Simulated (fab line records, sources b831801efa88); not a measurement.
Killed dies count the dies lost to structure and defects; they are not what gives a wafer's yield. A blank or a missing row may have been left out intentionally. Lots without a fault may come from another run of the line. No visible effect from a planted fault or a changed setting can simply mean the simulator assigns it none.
fab line records	flow sky130
record lots=14	wafers=42	last_day=50
route steps=708 shown FIELD_ISO@30 LI_CONTACT@385 METAL1@436 PAD_OPEN@708
lots untouched by any fault: they come from a run of this same line in which no faults occurred
start_h: hours from the record's first day to the start of the lot's first wafer shown	wait_h: how many hours have passed since the lot's step before this one	" as in the row above	L1.1+2: a single row standing in for several wafers	- either no value or no given start	* or withheld: withheld	< > ~ a bound
route shown NAME@n: a module of which the file shows steps, and the number in the route of the first	usual: average and standard deviation across the fault-free wafers	same: alike in all rows	chamber/n: place in a boat	sites: readings site by site	_std_site: the standard deviation of these	_edge_site: the outer-site mean with the inner-site mean subtracted	radius_mm: for every site, how far away it sits from the centre of the wafer	mask NAME#n: copy n	behind: the most recent tool/chamber to have shaped the wafer	hold: why the lot went on hold/how many hours it stayed there/how the hold came to an end	device: whichever transistor did not switch (one of n, p or np)	end of line: the same wafers' tests at the end of the route	where a step has no rows: the recipe by itself	killed: dies lost to structure and defects at the first sort, not the wafer's yield	map: a wafer's dies, marking killed ones x, the rest . and places with no die _
set.NAME: the run value of the setting; set.NAME@STEP: its run value at that earlier step	model.NAME: the simulator's own value behind a step, which no gauge read
route steps across a sampled set of lots; one table per step, one row per wafer
services: the hour from which a tool's chamber was out of use, counted from the record's first day as start_h (under 0 if before that day), plus the number of hours and why
## steps
# step SKY_FIELD_ISO_WET_ETCH_29
# recipe chemistry=H3PO4	target_depth_nm=160	target=Si3N4	temp_c=160	time_s=1825
# usual bath_guard_temp_C=160.0/0.54	bath_heat_duty_pct=27.9/2.7
lot.wafer	tool	chamber	start_h	wait_h	bath_guard_temp_C	bath_heat_duty_pct
L724.1	wet_bench-02	3	37.10	0.0	160.7	25.7
L724.3	"	3	"	"	159.9	26.0
L724.6	"	3	"	"	160.1	26.9
L726.1	wet_bench-02	0	45.97	0.0	159.8	30.7
L726.3	"	0	"	"	160.0	30.4
L726.4	"	0	"	"	159.6	30.0
L728.2	wet_bench-02	1	53.45	0.0	159.6	26.5
L728.5	"	1	"	"	159.8	25.5
L728.6	"	1	"	"	159.6	26.9
L729.1	wet_bench-01	1	61.13	0.0	160.4	29.9
L729.2	"	1	"	"	160.7	27.7
L729.4	"	1	"	"	160.0	27.5
L731.1	wet_bench-02	3	72.53	0.0	160.4	26.0
L731.3	"	3	"	"	160.2	25.9
L731.6	"	3	"	"	160.0	25.3
L732.2	wet_bench-01	0	75.69	0.0	160.6	25.2
L732.5	"	0	"	"	161.0	25.0
L732.6	"	0	"	"	160.7	26.2
L737.2	wet_bench-01	1	99.61	0.0	160.2	28.3
L737.3	"	1	"	"	160.3	29.1
L737.6	"	1	"	"	160.5	26.9
L738.3	wet_bench-02	2	109.22	0.0	160.2	23.9
L738.5	"	2	"	"	160.4	28.0
L738.6	"	2	"	"	160.3	26.3
L740.2	wet_bench-04	0	119.55	0.0	159.1	29.2
L740.3	"	0	"	"	159.1	32.2
L740.6	"	0	"	"	158.8	31.1
L741.1	wet_bench-04	0	123.73	0.0	159.3	32.6
L741.2	"	0	"	"	159.0	33.5
L741.6	"	0	"	"	159.1	28.5
L742.2	wet_bench-04	2	128.16	0.0	160.1	23.2
L742.4	"	2	"	"	160.7	25.3
L742.5	"	2	"	"	160.6	24.5
L743.1	wet_bench-04	0	131.40	0.0	159.2	30.8
L743.3	"	0	"	"	159.3	33.1
L743.4	"	0	"	"	159.3	34.2
L744.3	wet_bench-04	3	138.23	0.0	159.9	30.9
L744.5	"	3	"	"	159.9	29.9
L744.6	"	3	"	"	160.1	29.1
L747.2	wet_bench-04	2	152.87	0.0	160.8	25.2
L747.3	"	2	"	"	160.6	24.8
L747.4	"	2	"	"	160.3	24.2
# step SKY_LI_CONTACT_THK_MEAS_23
# recipe thk_meas_gauge=xrf	reads=W_of_LI_CONTACT_CVD_21
# usual LI_CONTACT_W_THK=405/6.7
lot.wafer	tool	chamber	start_h	wait_h	LI_CONTACT_W_THK[nm]
L724.1	film_metro-01	-	681.81	0.1	406
L724.3	"	-	"	"	408
L724.6	"	-	"	"	409
L726.1	film_metro-04	-	698.91	0.1	401
L726.3	"	-	"	"	398
L726.4	"	-	"	"	403
L728.2	film_metro-01	-	706.78	0.1	408
L728.5	"	-	"	"	411
L728.6	"	-	"	"	420
L729.1	film_metro-01	-	727.76	0.1	407
L729.2	"	-	"	"	418
L729.4	"	-	"	"	408
L731.1	film_metro-02	-	742.33	0.1	402
L731.3	"	-	"	"	398
L731.6	"	-	"	"	402
L732.2	film_metro-04	-	747.08	0.1	405
L732.5	"	-	"	"	400
L732.6	"	-	"	"	418
L737.2	film_metro-04	-	784.24	0.1	407
L737.3	"	-	"	"	409
L737.6	"	-	"	"	411
L738.3	film_metro-01	-	793.88	0.1	405
L738.5	"	-	"	"	414
L738.6	"	-	"	"	404
L740.2	film_metro-04	-	809.94	0.1	422
L740.3	"	-	"	"	424
L740.6	"	-	"	"	422
L741.1	film_metro-02	-	824.71	0.1	406
L741.2	"	-	"	"	403
L741.6	"	-	"	"	410
L742.2	film_metro-02	-	825.67	0.1	416
L742.4	"	-	"	"	419
L742.5	"	-	"	"	414
L743.1	film_metro-02	-	826.31	0.1	398
L743.3	"	-	"	"	402
L743.4	"	-	"	"	396
L744.3	film_metro-04	-	832.23	0.1	399
L744.5	"	-	"	"	405
L744.6	"	-	"	"	404
L747.2	film_metro-02	-	858.87	0.1	392
L747.3	"	-	"	"	407
L747.4	"	-	"	"	397
# step SKY_METAL1_SPUTTER_02
# recipe material=AlCu	target_thk_nm=250	power_w=10600	time_s=13.3	chamber_pressure_pa=0.4
# usual throttle_valve_pct=30.0/0.86
lot.wafer	tool	chamber	start_h	wait_h	throttle_valve_pct
L724.1	pvd_sputter-01	-	740.55	0.0	30.3
L724.3	"	-	"	"	29.4
L724.6	"	-	"	"	29.4
L726.1	pvd_sputter-02	-	759.58	0.0	29.3
L726.3	"	-	"	"	29.7
L726.4	"	-	"	"	32.0
L728.2	pvd_sputter-02	-	766.68	0.0	29.3
L728.5	"	-	"	"	31.8
L728.6	"	-	"	"	29.1
L729.1	pvd_sputter-02	-	785.55	0.0	32.1
L729.2	"	-	"	"	29.4
L729.4	"	-	"	"	30.6
L731.1	pvd_sputter-03	-	799.30	0.0	30.0
L731.3	"	-	"	"	29.7
L731.6	"	-	"	"	28.4
L732.2	pvd_sputter-03	-	805.26	0.0	29.7
L732.5	"	-	"	"	30.1
L732.6	"	-	"	"	30.1
L737.2	pvd_sputter-03	-	839.61	0.0	29.8
L737.3	"	-	"	"	28.4
L737.6	"	-	"	"	29.6
L738.3	pvd_sputter-02	-	850.49	0.0	30.6
L738.5	"	-	"	"	32.0
L738.6	"	-	"	"	30.5
L740.2	pvd_sputter-01	-	865.89	0.0	29.6
L740.3	"	-	"	"	30.8
L740.6	"	-	"	"	30.5
L741.1	pvd_sputter-01	-	879.46	0.0	30.5
L741.2	"	-	"	"	29.3
L741.6	"	-	"	"	30.4
L742.2	pvd_sputter-02	-	881.29	0.0	31.9
L742.4	"	-	"	"	30.6
L742.5	"	-	"	"	29.6
L743.1	pvd_sputter-01	-	881.55	0.0	30.2
L743.3	"	-	"	"	30.3
L743.4	"	-	"	"	30.4
L744.3	pvd_sputter-02	-	888.19	0.0	29.5
L744.5	"	-	"	"	29.3
L744.6	"	-	"	"	31.9
L747.2	pvd_sputter-03	-	914.25	0.0	29.6
L747.3	"	-	"	"	28.7
L747.4	"	-	"	"	29.8
# step SKY_METAL1_DESCUM_17
# recipe chemistry=O2	source_power_w=150	bias_power_w=0	pressure_mtorr=10	temp_c=40	time_s=8
# usual drypump_motor_current_A=5.5/0.35	oes_product_au=1.004/0.0088
lot.wafer	tool	chamber	start_h	wait_h	drypump_motor_current_A	oes_product_au	rf_hours_counter_h
L724.1	rie_metal-01	1	767.51	0.0	5.1	1.015	4
L724.3	"	1	"	"	5.1	0.997	-
L724.6	"	1	"	"	5.1	1.009	-
L726.1	rie_metal-04	1	786.95	0.0	6.0	1.004	12
L726.3	"	1	"	"	6.0	1.006	-
L726.4	"	0	"	"	5.7	1.002	-
L728.2	rie_metal-03	1	794.08	0.0	5.4	1.009	-
L728.5	"	1	"	"	5.4	1.003	-
L728.6	"	1	"	"	5.4	1.001	-
L729.1	rie_metal-04	1	812.41	0.0	6.1	1.005	13
L729.2	"	0	"	"	5.7	1.010	4
L729.4	"	0	"	"	5.7	1.006	-
L731.1	rie_metal-03	0	825.87	0.0	5.1	0.997	1
L731.3	"	0	"	"	5.1	0.993	-
L731.6	"	1	"	"	5.4	0.990	-
L732.2	rie_metal-01	0	832.55	0.0	5.4	1.010	11
L732.5	"	1	"	"	5.1	1.024	-
L732.6	"	0	"	"	5.4	1.003	-
L737.2	rie_metal-04	1	865.35	0.0	6.1	0.995	15
L737.3	"	1	"	"	6.1	0.994	-
L737.6	"	1	"	"	6.1	0.995	-
L738.3	rie_metal-03	1	876.78	0.0	5.4	1.000	-
L738.5	"	0	"	"	5.1	1.001	-
L738.6	"	1	"	"	5.4	0.999	-
L740.2	rie_metal-04	0	892.17	0.0	5.7	0.997	7
L740.3	"	1	"	"	6.0	0.999	-
L740.6	"	0	"	"	5.7	1.003	-
L741.1	rie_metal-04	0	906.03	0.0	5.7	1.001	7
L741.2	"	1	"	"	6.1	0.998	16
L741.6	"	1	"	"	6.1	1.005	-
L742.2	rie_metal-01	0	907.15	0.0	5.4	1.004	14
L742.4	"	0	"	"	5.4	0.997	-
L742.5	"	0	"	"	5.4	1.016	-
L743.1	rie_metal-03	1	907.27	0.0	5.4	1.009	13
L743.3	"	0	"	"	5.1	1.001	-
L743.4	"	1	"	"	5.4	1.006	-
L744.3	rie_metal-04	1	913.97	0.0	6.1	0.996	-
L744.5	"	0	"	"	5.7	1.002	-
L744.6	"	1	"	"	6.1	0.994	-
L747.2	rie_metal-03	1	939.40	0.0	5.4	1.003	14
L747.3	"	0	"	"	5.1	0.994	-
L747.4	"	1	"	"	5.4	1.006	-
# step SKY_PAD_OPEN_PROBE_99
# usual killed_at_M0_to_M3=44/6.2	killed_at_M4_up=3.3/1.7	killed_at_contacts=24/4.9	killed_at_front_end=16/5	killed_at_other=0.3/0.48	killed_dies=88/9	killed_open=48/7	killed_short=39/6.1
# same gross_dies=492	killed_at_back_side=0
lot.wafer	tool	chamber	start_h	wait_h	killed_at_M0_to_M3	killed_at_M4_up	killed_at_contacts	killed_at_front_end	killed_at_other	killed_dies	killed_open	killed_short
L732.2	prober-01	-	1130.02	0.1	48	3	19	44	0	114	45	42
L732.5	prober-01	-	1130.17	0.2	43	5	22	33	0	103	43	41
L732.6	prober-01	-	1130.22	0.2	49	2	16	32	0	99	40	36
L737.2	prober-02	-	1150.49	0.1	40	0	24	48	0	112	36	37
L737.3	prober-02	-	1150.54	0.2	31	3	25	57	0	116	39	33
L737.6	prober-02	-	1150.69	0.2	44	3	26	57	0	130	53	36
# killed by level:class
L732.2 FIELD_ISO:unspecified=26 VIA1:geometric_particle:open=9 POLY_GATE:geometric_particle:open=7 CONTACT:geometric_particle:open=7 METAL1:geometric_particle:short=6 LI_CONTACT:geometric_particle:open=6 VIA1:geometric_particle:short=6 VIA3:geometric_particle:open=6
L732.5 FIELD_ISO:unspecified=19 CONTACT:geometric_particle:open=9 VIA1:geometric_particle:open=9 VIA2:geometric_particle:open=6 METAL1:geometric_particle:short=6 POLY_GATE:geometric_particle:short=5 LI_CONTACT:geometric_particle:open=5 FIELD_ISO:geometric_particle:open=4
L732.6 FIELD_ISO:unspecified=22 VIA1:geometric_particle:short=10 VIA1:geometric_particle:open=8 VIA3:geometric_particle:open=7 VIA2:geometric_particle:open=6 LI_CONTACT:geometric_particle:open=5 METAL2:geometric_particle:short=5 FIELD_ISO:geometric_particle:open=4
L737.2 FIELD_ISO:unspecified=39 CONTACT:geometric_particle:open=10 VIA1:geometric_particle:open=10 METAL1:geometric_particle:short=8 LOCAL_INTERCONNECT:geometric_particle:short=6 VIA2:geometric_particle:open=5 CONTACT:geometric_particle:short=4 VIA3:geometric_particle:open=4
L737.3 FIELD_ISO:unspecified=44 CONTACT:geometric_particle:open=16 METAL2:geometric_particle:short=6 VIA3:geometric_particle:open=6 METAL1:geometric_particle:short=5 CONTACT:geometric_particle:short=4 VIA1:geometric_particle:open=4 FIELD_ISO:geometric_particle:open=3
L737.6 FIELD_ISO:unspecified=41 VIA1:geometric_particle:open=15 CONTACT:geometric_particle:open=8 LI_CONTACT:geometric_particle:open=7 METAL1:geometric_particle:short=6 FIELD_ISO:geometric_particle:open=5 CONTACT:geometric_particle:short=5 VIA3:geometric_particle:open=5
## services
tool	chamber	start_h	hours	kind
pvd_sputter-02	-	14.51	6.9	repair
rie_metal-04	-	37.21	14.6	pm
wet_bench-02	-	50.02	1.5	repair
pvd_sputter-02	-	68.38	2.7	repair
rie_metal-04	-	76.85	2.8	pm
pvd_sputter-02	-	117.89	4.3	repair
rie_metal-03	-	126.45	2.8	pm
rie_metal-04	-	180.87	0.4	repair
pvd_sputter-02	-	187.75	2.8	repair
rie_metal-03	0	255.38	1.7	repair
rie_metal-03	-	289.59	1.0	repair
rie_metal-04	-	294.93	1.4	pm
rie_metal-04	1	375.41	3.4	repair
pvd_sputter-02	-	418.31	8.0	repair
rie_metal-04	1	436.04	7.2	repair
rie_metal-04	1	447.52	7.2	repair
rie_metal-04	0	546.22	4.8	repair
pvd_sputter-02	-	547.60	6.6	repair
rie_metal-04	1	554.18	21.1	repair
rie_metal-04	-	624.77	0.2	repair
rie_metal-04	-	774.45	0.9	repair
pvd_sputter-02	-	794.24	9.0	repair
pvd_sputter-02	-	924.27	0.6	repair
pvd_sputter-02	-	928.96	2.4	repair
## key
first_sign step=SKY_PAD_OPEN_PROBE_99	reading=killed_at_front_end	direction=up	sigmas=5.7	usual=16	struck=45
effect step=SKY_PAD_OPEN_PROBE_99	reading=killed_dies	direction=up	sigmas=2.7	usual=88	struck=112	wafers_moved=4
met_at SKY_FIELD_ISO_WET_ETCH_29
struck_lots L732,L737
tester_left_out L732,L737
not_acting_at SKY_LI_CONTACT_THK_MEAS_23,SKY_METAL1_SPUTTER_02,SKY_METAL1_DESCUM_17
onset_between 61.13 75.69
fault kind=chamber_particle_source	tool=wet_bench-01	chamber=-	onset_h=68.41	steps=SKY_FIELD_ISO_WET_ETCH_29	rate_per_visit_cm2=0.42544	end_h=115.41
# tester_left_out: of these lots the tester's yield and bins aren't shown, on N5 and GAA mostly nor the transistor test; their killed dies are dies lost to structure and defects alone, not to doping, threshold or leakage, so they don't give the yield
